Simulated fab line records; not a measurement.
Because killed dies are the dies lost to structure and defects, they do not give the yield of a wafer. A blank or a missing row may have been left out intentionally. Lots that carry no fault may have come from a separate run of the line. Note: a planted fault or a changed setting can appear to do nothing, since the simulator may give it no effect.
One fault through the eyes of 2 desks	flow sky130	only its own numbers are on each desk; what lay behind them is given at the end

FOR THE TOOL OWNER'S DESK: wet_bench-01
The tool's own readings at SKY_SONOS_ONO_WET_ETCH_16 (etches SiO2 in dHF, target depth 14 nm, time 280 s): means of the sampled wafers that have a number, for each lot that ran on this tool. Any lot whose mean is over 4 standard deviations away from the usual mean is out of limits and marked OUT; that distance is given in the brackets.
Columns: A = run_length_s at SKY_SONOS_ONO_WET_ETCH_16, usual 308 s
lot	first seen here	A
L396	day 12 08:28	315
L397	day 12 19:31	306
L399	day 13 19:42	311
L402	day 14 17:31	238 (-19) OUT
L403	day 14 23:22	238 (-19) OUT
L413	day 18 09:24	305
L416	day 19 14:42	305
This desk's verdict: out of limits on L402, L403, starting with L402 at day 14 17:31 (run_length_s at SKY_SONOS_ONO_WET_ETCH_16). In limits: L396, L397, L399, L413, L416.

THE METROLOGY DESK
Lot by lot, what the gauges showed, no matter which tool ran the lot: averages of those sampled wafers that carry a number. Any lot whose mean is over 4 standard deviations away from the usual mean is out of limits and marked OUT; that distance is given in the brackets.
Columns: A = SONOS_ONO_CVD_04_THK at SKY_SONOS_ONO_THK_MEAS_05, usual 5.79 nm; B = cd_nm at SKY_POLY_CUT_CD_MEAS_08, usual 270.2 nm
lot	first seen here	A	B
L396	day 11 07:49	5.68	270.4
L397	day 11 19:11	5.76	269.3
L398	day 12 01:06	5.74	270.2
L399	day 12 18:22	5.79	270.2
L402	day 13 15:53	5.81	268.9
L403	day 13 22:16	5.86	268.2
L412	day 16 22:37	5.90	269.9
L413	day 17 04:00	5.69	269.3
L414	day 17 08:56	5.62	271.5
L415	day 18 04:50	5.99	270.9
L416	day 18 09:01	5.70	272.5
L417	day 18 19:18	5.67	269.0
L418	day 19 04:33	5.66	269.4
Result from this desk: across the 13 lots, nothing is out of limits.

ALL TOGETHER
An alarm could have come from the tool owner's desk at day 14 17:31, on L402, L403.
The metrology desk saw nothing out of limits.
The metrology desk has L402, L403 on record, within its limits.
SKY_SONOS_ONO_WET_ETCH_16 was run on wet_bench-01 by each of the lots named.

WHAT HAD BEEN PUT IN BY THE SIMULATOR
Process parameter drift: wet_bench-01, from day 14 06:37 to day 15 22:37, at SKY_SONOS_ONO_WET_ETCH_16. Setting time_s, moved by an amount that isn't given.
Lots struck among those shown: L402, L403.
Time in hours from fault onset to the first out-of-limits reading at each desk: the tool owner's desk, 11.
